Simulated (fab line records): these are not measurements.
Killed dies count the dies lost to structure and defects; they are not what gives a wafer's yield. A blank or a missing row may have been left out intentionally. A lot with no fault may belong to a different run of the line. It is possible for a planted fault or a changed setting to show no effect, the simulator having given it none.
The tool behind it: which one?    flow gf180mcu    11 lots with 33 wafers sampled at 5 steps, on a route of 602 steps

== WHAT THE GAUGES SHOWED, per wafer ==
GF_PSD_RS_MEAS_14: measures by four-point-probe.
lot   measured      on            NSD_RS (ohm/sq)
L226  day 14 15:51  filmMetro-01  46.19 46.14 46.17
L227  day 15 00:56  filmMetro-04  46.12 45.96 45.98
L229  day 15 23:32  filmMetro-02  46.22 46.16 46.09
L230  day 16 05:43  filmMetro-01  46.20 46.18 46.20
L234  day 17 16:01  filmMetro-04  44.93 44.92 44.96
L235  day 18 00:28  filmMetro-01  45.08 45.11 45.07
L237  day 18 20:29  filmMetro-02  46.22 46.27 46.22
L239  day 19 08:55  filmMetro-02  46.18 46.09 46.16
L244  day 21 05:44  filmMetro-01  46.18 46.17 46.24
L245  day 21 11:49  filmMetro-01  46.20 46.13 46.15
L246  day 21 22:18  filmMetro-02  46.10 46.15 46.29

GF_PSD_RS_MEAS_15: measures by four-point-probe.
lot   measured      on            PSD_RS (ohm/sq)
L226  day 14 15:58  filmMetro-01  108.74 108.45 108.48
L227  day 15 01:04  filmMetro-04  108.21 108.19 107.95
L229  day 15 23:40  filmMetro-02  108.38 108.52 108.36
L230  day 16 05:50  filmMetro-01  108.77 108.76 108.61
L234  day 17 16:08  filmMetro-04  104.15 104.25 104.29
L235  day 18 00:35  filmMetro-01  104.60 104.94 104.94
L237  day 18 20:37  filmMetro-02  108.46 108.66 108.68
L239  day 19 09:02  filmMetro-02  108.53 108.39 108.45
L244  day 21 05:52  filmMetro-01  108.60 108.59 108.99
L245  day 21 11:56  filmMetro-01  109.37 108.69 108.92
L246  day 21 22:25  filmMetro-02  108.58 108.39 108.34

GF_SALICIDE_RS_MEAS_04: measures by four-point-probe.
lot   measured      on            SALICIDE_TIN_RS (ohm/sq)
L226  day 15 13:35  filmMetro-04  16.3 16.0 16.6
L227  day 15 23:20  filmMetro-01  16.7 16.7 16.6
L229  day 16 22:32  filmMetro-03  15.9 15.9 15.8
L230  day 17 05:07  filmMetro-04  16.5 16.4 16.4
L234  day 18 16:23  filmMetro-01  16.5 16.1 16.5
L235  day 19 00:58  filmMetro-03  16.2 16.4 16.8
L237  day 19 22:02  filmMetro-01  16.6 15.9 15.7
L239  day 20 09:44  filmMetro-04  16.9 16.8 16.8
L244  day 22 06:35  filmMetro-01  17.0 17.0 17.0
L245  day 22 12:00  filmMetro-01  16.5 16.4 16.0
L246  day 22 21:56  filmMetro-01  16.6 16.6 16.8

== WHAT TOOL EACH LOT RAN ON (gives the tool, then ch and the chambers of the sampled wafers, and finally the start) ==
lot   GF_POLY_GATE_ETCH_12               GF_PSD_RTA_13
L226  rieDiel-04 ch 0,1,2, day 9 10:33   rtpAnneal-01 ch 0, day 14 15:41
L227  rieDiel-03 ch 1,2,3, day 9 18:25   rtpAnneal-02 ch 0, day 15 00:51
L229  rieDiel-01 ch 0,2,3, day 10 13:09  rtpAnneal-02 ch 0, day 15 23:27
L230  rieDiel-03 ch 0,2,3, day 10 20:03  rtpAnneal-01 ch 0, day 16 05:38
L234  rieDiel-01 ch 0,2,3, day 11 23:57  rtpAnneal-01 ch 0, day 17 15:56
L235  rieDiel-01 ch 0,2,3, day 12 08:13  rtpAnneal-01 ch 0, day 18 00:23
L237  rieDiel-04 ch 0,1,2, day 12 22:49  rtpAnneal-02 ch 0, day 18 20:24
L239  rieDiel-03 ch 1,2,3, day 13 09:13  rtpAnneal-02 ch 0, day 19 08:50
L244  rieDiel-03 ch 1,3, day 15 00:21    rtpAnneal-01 ch 0, day 21 05:40
L245  rieDiel-03 ch 0,3, day 15 06:19    rtpAnneal-01 ch 0, day 21 11:43
L246  rieDiel-01 ch 0,1,2, day 15 15:07  rtpAnneal-01 ch 0, day 21 22:13
- GF_POLY_GATE_ETCH_12: etches BARC in N2/H2.
- GF_PSD_RTA_13: time 20 s.

== WHAT THE TOOLS THEMSELVES READ (means of the sampled wafers that have a number; where no wafer has one, the mark that the record gives instead) ==
GF_POLY_GATE_ETCH_12.
lot   tool        chamberPressureMTorr (mTorr)  drypumpMotorCurrentA (A)  oesProductAu (a.u.)  throttleValvePct (%)
L226  rieDiel-04  29.982                        5.5                       0.735                13.219
L227  rieDiel-03  29.987                        5.9                       0.734                13.214
L229  rieDiel-01  30.017                        5.8                       0.734                13.217
L230  rieDiel-03  29.994                        5.7                       0.736                13.219
L234  rieDiel-01  30.015                        5.8                       0.738                13.209
L235  rieDiel-01  29.994                        5.8                       0.738                13.212
L237  rieDiel-04  30.016                        5.5                       0.735                13.214
L239  rieDiel-03  30.004                        5.9                       0.731                13.215
L244  rieDiel-03  30.004                        6.3                       0.736                13.216
L245  rieDiel-03  30.012                        5.7                       0.734                13.220
L246  rieDiel-01  30.006                        5.8                       0.734                13.214

GF_PSD_RTA_13.
lot   tool          lampPowerPct (%)  wafer_temp_C_max
L226  rtpAnneal-01  34.7              1031.1
L227  rtpAnneal-02  40.4              1027.8
L229  rtpAnneal-02  40.4              1027.6
L230  rtpAnneal-01  34.7              1030.3
L234  rtpAnneal-01  35.4              1037.7
L235  rtpAnneal-01  35.4              1038.2
L237  rtpAnneal-02  40.4              1028.1
L239  rtpAnneal-02  40.4              1028.1
L244  rtpAnneal-01  34.7              1030.1
L245  rtpAnneal-01  34.7              1030.7
L246  rtpAnneal-01  34.7              1031.3

== THE ANSWER, worked out from the rows above alone ==
Rule: the usual values come from the lots themselves. Put in order of their means at a reading, lots are off if they are a third of the lots or fewer, leave a main group of 4 or more, and stand apart from it by a gap of 3 or more times the standard deviation of the main group's means; of several such gaps the widest counts. If all means in a main group match to the digits the tables above print for the reading, that group is not used. A lot without any number at a reading at which 4 lots or more have one is off too. Where the step has rows for the other lots, those lots are counted as sound. The gauges are gone through in route order, then the tools' own readings, and for those a lot's mean is taken as printed above. At the first step where some lot is off, the reading lying furthest off is the one used; lots without a number count as furthest.
Off: at GF_PSD_RS_MEAS_14 (NSD_RS), L234, L235. For the main group the mean is 46.16 ohm/sq and the standard deviation 0.056.
A tool fits if, at a process step before that reading, it ran every lot that is off, and no sound lot after the first of them. Not tried: the gauges at GF_PSD_RS_MEAS_14; whatever is off there is also off at GF_PSD_RTA_13, on other tools, and gauge error can't account for it. Of those tried, none fits.

== WHAT THE SIMULATOR HAD PUT IN ==
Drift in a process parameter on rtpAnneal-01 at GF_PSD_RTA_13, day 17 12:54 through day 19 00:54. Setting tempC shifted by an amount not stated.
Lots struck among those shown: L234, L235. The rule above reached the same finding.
